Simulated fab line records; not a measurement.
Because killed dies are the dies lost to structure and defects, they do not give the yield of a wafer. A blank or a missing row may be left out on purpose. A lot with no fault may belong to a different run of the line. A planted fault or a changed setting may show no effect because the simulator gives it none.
Chamber matching	flow gf180mcu	wet-bench-02 running GF_M4_STRIP_18: 4 sister chambers
The step strips in post etch residue remover, time 1200 s. 4 wafers are shown with their chamber, then 7 later ones without.

## WAFERS, EACH WITH ITS CHAMBER
wafer	chamber	bath-guard-temp-C (C)
L774.6	2	73.3
L786.4	3	72.1
L788.6	1	73.3
L789.4	0	72.5

## WAFERS WHOSE CHAMBER IS MISSING
wafer	bath-guard-temp-C (C)
L789.6	72.1
L793.2	72.0
L793.3	72.0
L793.6	72.0
L795.3	71.8
L795.5	72.4
L795.6	71.9

## WHICH CHAMBER EACH ONE RAN IN
wafer	from the rows above	in truth
L789.6	3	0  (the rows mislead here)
L793.2	3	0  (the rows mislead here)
L793.3	3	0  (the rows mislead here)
L793.6	3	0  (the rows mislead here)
L795.3	3	3
L795.5	can't be placed: 0 or 3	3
L795.6	3	3
2 of 7 placed correctly. These rows do not allow placing 1 (true chamber among the candidates in 1). Number placed wrongly: 4.
How it was worked out, from the rows above alone: a wafer's distance from a chamber is the root of the sum, over the readings, of the square of ((its reading less the chamber's mean) divided by the reading's scatter). If the next closest chamber is less than 2 further off than the closest, the wafer can't be placed; otherwise it belongs to the closest. Each chamber's mean is taken over the wafers shown for it. The scatter: with one shown wafer a chamber, the root of the mean of the squares of how far each hidden wafer lies from its nearest shown one.
